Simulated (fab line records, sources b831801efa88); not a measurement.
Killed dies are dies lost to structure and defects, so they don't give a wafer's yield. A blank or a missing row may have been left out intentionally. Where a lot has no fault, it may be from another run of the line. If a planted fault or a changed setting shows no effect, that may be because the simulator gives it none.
Problem report, 8D (eight disciplines) form, completed by code / flow sfq_line / the parts of the form that need people (team, actions taken, sign-off) are left out

1. THE PROBLEM
Wafers without a fault read 70.0 s, standard deviation 0.45; run_length_s at SFQ_TRILAYER_I0_VIA_BARC_OPEN_VIA_ETCH_046 reads a mean of 67.9 s on 2 wafers belonging to 2 lots. That puts it -4.6 standard deviations away from the usual mean.
The step: etches BARC in O2, target depth 125 nm, time 41.7 s.
Earliest sighting: wafer L949.2 on rie_diel-02 at day 19 00:13. The record has a number at this step for 42 wafers belonging to 14 lots. By rule, "out" or "out of limits" means more than 4 standard deviations away from the usual mean. All remaining wafers that have a number are taken as sound.

2. WHAT IT IS; WHAT IT IS NOT
question=which readings at this step | is=run_length_s, oes_product_au | is not=chamber_pressure_mTorr, drypump_motor_current_A
question=which lots | is=L949, L951 | is not=L944, L945, L946, L947, L948, L953, L959, L960, L961, L964, L965, L966
question=which wafers of those lots | is=L949.2, L951.1 | is not=L949.3, L949.6, L951.3, L951.4
question=read on which tools | is=rie_diel-02 | is not=rie_diel-01, rie_diel-04
question=when | is=from day 19 00:13 | is not=up to then (17 sound wafers); but 23 sound wafers of L951, L953, L959, L960, L961, L964, L965, L966 came after

3. THE SUSPECTS, EACH WITH WHAT RULES IT OUT
Counting: any tool at a process step up to the reading remains a suspect provided it ran every lot that is out. Sound lots after the first of them don't rule it out here, since some wafers of a struck lot are sound.
- rie_diel-02 at SFQ_TRILAYER_I0_VIA_BARC_OPEN_VIA_ETCH_046 (etches BARC in O2, target depth 125 nm, time 41.7 s): kept. It ran every lot that is out, first L949 (day 19 00:13); its last sound lot up to then is L948 (day 18 19:25). Out on those wafers are its own readings of oes_product_au, run_length_s.
- rie_diel-02, SFQ_TRILAYER_I0_VIA_BARC_OPEN_VIA_ETCH_046: wafers that are out in chamber 0, sound lot-mates in chambers 1, 2, 3.
Left after counting: rie_diel-02 at SFQ_TRILAYER_I0_VIA_BARC_OPEN_VIA_ETCH_046.

4. THE CAUSE (what the simulator had put in)
rie_diel-02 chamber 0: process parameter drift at SFQ_TRILAYER_I0_VIA_BARC_OPEN_VIA_ETCH_046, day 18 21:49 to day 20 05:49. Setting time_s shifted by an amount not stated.
The count eliminated every tool but this one.

5. THE EFFECT CHAIN, in route order
Rows list readings where the struck wafers' mean (over those with a number) sits beyond 3 standard deviations from the usual. Readings are gone through only where the record gives a usual standard deviation; hours: the median, over the lots, of the time from a lot's start at the first step in this table giving one to that lot's start at this step; sigmas: the change measured in usual standard deviations.
hours=0; step=SFQ_TRILAYER_I0_VIA_BARC_OPEN_VIA_ETCH_046; reading=oes_product_au; usual=0.686 a.u.; on struck wafers=0.706; change=+0.020; sigmas=+4.8
hours=0; step=SFQ_TRILAYER_I0_VIA_BARC_OPEN_VIA_ETCH_046; reading=run_length_s; usual=70.0 s; on struck wafers=67.9; change=-2.1; sigmas=-4.6
Process steps it contains:
- SFQ_TRILAYER_I0_VIA_BARC_OPEN_VIA_ETCH_046: etches BARC in O2, target depth 125 nm, time 41.7 s.

6. WHAT WOULD HAVE CAUGHT IT SOONER
The fault began at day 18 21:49; the first out-of-limits reading in this record came at day 19 00:13, 2 hours later.
